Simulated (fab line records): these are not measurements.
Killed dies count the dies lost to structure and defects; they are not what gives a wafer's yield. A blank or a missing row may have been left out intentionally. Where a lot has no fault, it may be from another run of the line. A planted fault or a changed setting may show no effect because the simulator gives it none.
Which of the tools did it? :: flow gf180mcu :: Sampling: 13 lots, 39 wafers, 4 of 602 route steps

WHAT EACH GAUGE READ, for each wafer
GF_V4_BOW_MEAS_05.
lot: L247
measured: day 23 09:32
on: filmMetro-01
V4_BOW (um): 137 140 150

lot: L249
measured: day 24 08:40
on: filmMetro-02
V4_BOW (um): 125 117 115

lot: L250
measured: day 24 12:07
on: filmMetro-01
V4_BOW (um): 133 118 124

lot: L252
measured: day 25 04:45
on: filmMetro-03
V4_BOW (um): 142 139 131

lot: L253
measured: day 25 13:52
on: filmMetro-03
V4_BOW (um): 142 140 130

lot: L256
measured: day 26 18:30
on: filmMetro-01
V4_BOW (um): 151 137 126

lot: L257
measured: day 27 05:53
on: filmMetro-01
V4_BOW (um): 129 119 126

lot: L259
measured: day 27 16:04
on: filmMetro-02
V4_BOW (um): 146 142 144

lot: L258
measured: day 27 16:42
on: filmMetro-02
V4_BOW (um): 154 143 146

lot: L261
measured: day 28 08:11
on: filmMetro-02
V4_BOW (um): 122 135 124

lot: L267
measured: day 29 22:04
on: filmMetro-02
V4_BOW (um): 122 133 131

lot: L269
measured: day 30 08:07
on: filmMetro-01
V4_BOW (um): 137 152 135

lot: L270
measured: day 30 15:08
on: filmMetro-01
V4_BOW (um): 133 129 144

GF_V4_OVL_MEAS_15.
lot: L247
measured: day 24 08:09
on: overlay-01
V4_OVL (nm): 0 -3 4

lot: L249
measured: day 25 06:17
on: overlay-01
V4_OVL (nm): -6 -4 -8

lot: L250
measured: day 25 10:17
on: overlay-02
V4_OVL (nm): 3 0 -1

lot: L252
measured: day 26 01:56
on: overlay-02
V4_OVL (nm): -2 -1 5

lot: L253
measured: day 26 11:17
on: overlay-01
V4_OVL (nm): 8 2 -1

lot: L256
measured: day 27 14:56
on: overlay-01
V4_OVL (nm): 2 0 -4

lot: L257
measured: day 28 02:14
on: overlay-02
V4_OVL (nm): -1 -2 -2

lot: L259
measured: day 28 11:29
on: overlay-01
V4_OVL (nm): -3 -2 -4

lot: L258
measured: day 28 11:50
on: overlay-02
V4_OVL (nm): 4 -4 1

lot: L261
measured: day 29 04:05
on: overlay-01
V4_OVL (nm): 1 2 -4

lot: L267
measured: day 30 17:05
on: overlay-02
V4_OVL (nm): 6 6 2

lot: L269
measured: day 31 02:23
on: overlay-01
V4_OVL (nm): -6 0 2

lot: L270
measured: day 31 08:35
on: overlay-02
V4_OVL (nm): 2 -3 -8

GF_V5_THK_MEAS_25: measures by xrf.
lot: L247
measured: day 27 03:56
on: filmMetro-01
V5_W_THK (nm): 358 364 362

lot: L249
measured: day 28 00:27
on: filmMetro-04
V5_W_THK (nm): 362 364 362

lot: L250
measured: day 28 04:14
on: filmMetro-04
V5_W_THK (nm): 363 363 366

lot: L252
measured: day 28 18:49
on: filmMetro-04
V5_W_THK (nm): 364 365 367

lot: L253
measured: day 29 04:10
on: filmMetro-02
V5_W_THK (nm): 364 363 366

lot: L256
measured: day 30 04:49
on: filmMetro-01
V5_W_THK (nm): 355 358 354

lot: L257
measured: day 30 15:02
on: filmMetro-04
V5_W_THK (nm): 363 370 367

lot: L259
measured: day 31 00:47
on: filmMetro-04
V5_W_THK (nm): 361 355 360

lot: L258
measured: day 31 01:08
on: filmMetro-02
V5_W_THK (nm): 369 363 365

lot: L261
measured: day 31 15:59
on: filmMetro-04
V5_W_THK (nm): 366 363 369

lot: L267
measured: day 33 00:59
on: filmMetro-04
V5_W_THK (nm): 358 357 361

lot: L269
measured: day 33 10:01
on: filmMetro-01
V5_W_THK (nm): 351 349 356

lot: L270
measured: day 33 14:44
on: filmMetro-04
V5_W_THK (nm): 361 361 360

TOOL THAT RAN EACH LOT (tool first, then ch and the chambers of the sampled wafers, then the start)
lot: L247
GF_V1_CMP_26: cmp-02 ch 1,2, day 18 01:53

lot: L249
GF_V1_CMP_26: cmp-01 ch 0,1,2, day 19 02:46

lot: L250
GF_V1_CMP_26: cmp-02 ch 0,1, day 19 06:38

lot: L252
GF_V1_CMP_26: cmp-01 ch 0,2, day 20 02:40

lot: L253
GF_V1_CMP_26: cmp-01 ch 1,2,3, day 20 11:16

lot: L256
GF_V1_CMP_26: cmp-01 ch 1,2,3, day 21 20:29

lot: L257
GF_V1_CMP_26: cmp-02 ch 0,2,3, day 22 09:22

lot: L259
GF_V1_CMP_26: cmp-02 ch 1,2,3, day 22 21:34

lot: L258
GF_V1_CMP_26: cmp-02 ch 1,3, day 22 21:58

lot: L261
GF_V1_CMP_26: cmp-02 ch 0,1,3, day 23 15:27

lot: L267
GF_V1_CMP_26: cmp-01 ch 1,2,3, day 25 10:23

lot: L269
GF_V1_CMP_26: cmp-02 ch 0,2,3, day 25 22:05

lot: L270
GF_V1_CMP_26: cmp-01 ch 0,1,3, day 26 07:09
- GF_V1_CMP_26: polishes, stops on SiO2, t overpolish 15 s, target thk 0 nm.

AS READ BY THE TOOLS THEMSELVES (means over the sampled wafers that have a number; for cases with no such wafer, the mark the record gives instead)
GF_V1_CMP_26.
lot: L247
tool: cmp-02
motorCurrentA (A): 10.7
overpolishRunS (s): 15.004
timeToEndpointS (s): 79

lot: L249
tool: cmp-01
motorCurrentA (A): 11.8
overpolishRunS (s): 15.005
timeToEndpointS (s): 86

lot: L250
tool: cmp-02
motorCurrentA (A): 10.4
overpolishRunS (s): 15.001
timeToEndpointS (s): 85

lot: L252
tool: cmp-01
motorCurrentA (A): 11.4
overpolishRunS (s): 14.999
timeToEndpointS (s): 83

lot: L253
tool: cmp-01
motorCurrentA (A): 11.9
overpolishRunS (s): 15.001
timeToEndpointS (s): 83

lot: L256
tool: cmp-01
motorCurrentA (A): 12.1
overpolishRunS (s): 14.999
timeToEndpointS (s): 82

lot: L257
tool: cmp-02
motorCurrentA (A): 10.2
overpolishRunS (s): 14.995
timeToEndpointS (s): 86

lot: L259
tool: cmp-02
motorCurrentA (A): 10.3
overpolishRunS (s): 14.991
timeToEndpointS (s): 90

lot: L258
tool: cmp-02
motorCurrentA (A): 10.2
overpolishRunS (s): 14.992
timeToEndpointS (s): 85

lot: L261
tool: cmp-02
motorCurrentA (A): 10.4
overpolishRunS (s): 15.005
timeToEndpointS (s): 88

lot: L267
tool: cmp-01
motorCurrentA (A): 11.8
overpolishRunS (s): 15.000
timeToEndpointS (s): 89

lot: L269
tool: cmp-02
motorCurrentA (A): 10.7
overpolishRunS (s): 15.003
timeToEndpointS (s): 82

lot: L270
tool: cmp-01
motorCurrentA (A): 12.0
overpolishRunS (s): 14.994
timeToEndpointS (s): 85

THE ANSWER, worked out from the rows above alone
Rule: what is usual is taken from the lots themselves. Put in order of their means at a reading, lots are off if they are a third of the lots or fewer, leave a main group of 4 or more, and stand apart from it by a gap of 3 or more times the standard deviation of the main group's means; of several such gaps the widest counts. A main group whose means are all the same, to the digits that the tables above print for the reading, isn't used. A lot without any number at a reading at which 4 lots or more have one is off too. Any other lot the step has rows for is counted as sound. Order of review: gauges by route order, followed by the tools' own readings, for which a lot's mean as printed above is used. The first step at which some lot is off is used, and at that step the reading that is off furthest; a lot without a number counts as furthest.
No lot is off on any of the readings shown, so nothing can be concluded from this.

WHAT THE SIMULATOR PUT IN
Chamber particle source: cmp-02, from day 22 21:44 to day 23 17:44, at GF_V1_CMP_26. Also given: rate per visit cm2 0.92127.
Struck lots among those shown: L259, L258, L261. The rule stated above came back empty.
